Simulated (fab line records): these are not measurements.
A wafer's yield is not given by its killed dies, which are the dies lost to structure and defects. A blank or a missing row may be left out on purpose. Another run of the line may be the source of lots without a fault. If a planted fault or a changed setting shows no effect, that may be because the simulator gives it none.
Matching of chambers | flow sky130 | 4 sister chambers for SKY_FIELD_ISO_ETCH_17 on rie-si-01
The step etches Si in HBr/Cl2/O2, target depth 342 nm, time 97.7 s. 22 wafers are shown with their chamber, then 11 later ones without.

== WAFERS PAIRED WITH THEIR CHAMBERS ==
wafer  | chamber | drypump-motor-current-A (A) | oes-product-au (a.u.) | throttle-valve-pct (%)
L075.1 | 0       | 6.0                         | 0.980                 | 25.664
L075.4 | 2       | 5.5                         | 0.997                 | 25.661
L075.5 | 3       | 6.2                         | 0.989                 | 25.673
L076.2 | 1       | 6.2                         | 0.966                 | 25.677
L076.4 | 2       | 5.6                         | 0.972                 | 25.670
L076.5 | 3       | 6.2                         | 0.969                 | 25.679
L080.1 | 1       | 6.2                         | 0.964                 | 25.687
L080.2 | 2       | 5.5                         | 0.975                 | 25.674
L080.4 | 3       | 6.2                         | 0.972                 | 25.692
L081.2 | 0       | 6.0                         | 0.996                 | 25.673
L081.4 | 2       | 5.5                         | 0.983                 | 25.673
L081.6 | 2       | 5.5                         | 0.987                 | 25.674
L084.1 | 0       | 6.0                         | 0.998                 | 25.646
L084.3 | 3       | 6.2                         | 0.981                 | 25.670
L084.5 | 2       | 5.5                         | 0.981                 | 25.667
L086.2 | 0       | 6.0                         | 1.000                 | 25.643
L086.4 | 1       | 6.2                         | 0.966                 | 25.687
L086.6 | 0       | 6.0                         | 0.990                 | 25.665
L087.3 | 3       | 6.2                         | 0.973                 | 25.671
L087.5 | 0       | 6.0                         | 0.994                 | 25.658
L087.6 | 1       | 6.2                         | 0.966                 | 25.680
L091.3 | 0       | 6.0                         | 0.985                 | 25.661

SIGNATURES, as means of the wafers listed above
reading                 | chamber 0 | chamber 1 | chamber 2 | chamber 3 | scatter within a chamber
drypump-motor-current-A | 6.000     | 6.200     | 5.517     | 6.200     | 0.0215
oes-product-au          | 0.99186   | 0.96550   | 0.98250   | 0.97680   | 0.00739
throttle-valve-pct      | 25.65857  | 25.68275  | 25.66983  | 25.67700  | 0.00824
Rule: for each reading, subtract the chamber's mean from the wafer's reading, divide by that reading's scatter and square the result; add these up over the readings and take the root, which gives the wafer's distance from the chamber. If the next closest chamber is less than 2 further off than the closest, the wafer can't be placed; otherwise it belongs to the closest. The scatter: the root of (the sum of the squares of (reading less its chamber's mean) over the shown wafers, divided by (wafers less chambers)).

== WAFERS MISSING THEIR CHAMBER ==
wafer  | drypump-motor-current-A (A) | oes-product-au (a.u.) | throttle-valve-pct (%)
L091.4 | 6.2                         | 0.987                 | 25.661
L091.5 | 6.0                         | 0.998                 | 25.666
L092.1 | 5.6                         | 0.985                 | 25.657
L092.2 | 6.2                         | 0.990                 | 25.668
L092.4 | 6.2                         | 1.001                 | 25.665
L093.1 | 6.0                         | 0.980                 | 25.665
L093.3 | 6.3                         | 0.984                 | 25.655
L093.5 | 5.5                         | 0.984                 | 25.658
L095.4 | 5.6                         | 0.989                 | 25.673
L095.5 | 6.0                         | 0.998                 | 25.668
L095.6 | 6.3                         | 0.990                 | 25.675

== THE CHAMBER EACH PASSED THROUGH ==
wafer  | from the rows above     | in truth
L091.4 | can't be placed: 3 or 1 | 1
L091.5 | 0                       | 0
L092.1 | 2                       | 2
L092.2 | can't be placed: 3 or 1 | 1
L092.4 | can't be placed: 3 or 1 | 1
L093.1 | 0                       | 0
L093.3 | can't be placed: 3 or 1 | 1
L093.5 | 2                       | 2
L095.4 | 2                       | 2
L095.5 | 0                       | 0
L095.6 | can't be placed: 3 or 1 | 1
6 of 11 placed correctly. These rows do not allow placing 5 (true chamber among the candidates in 5). Wrongly placed: 0.
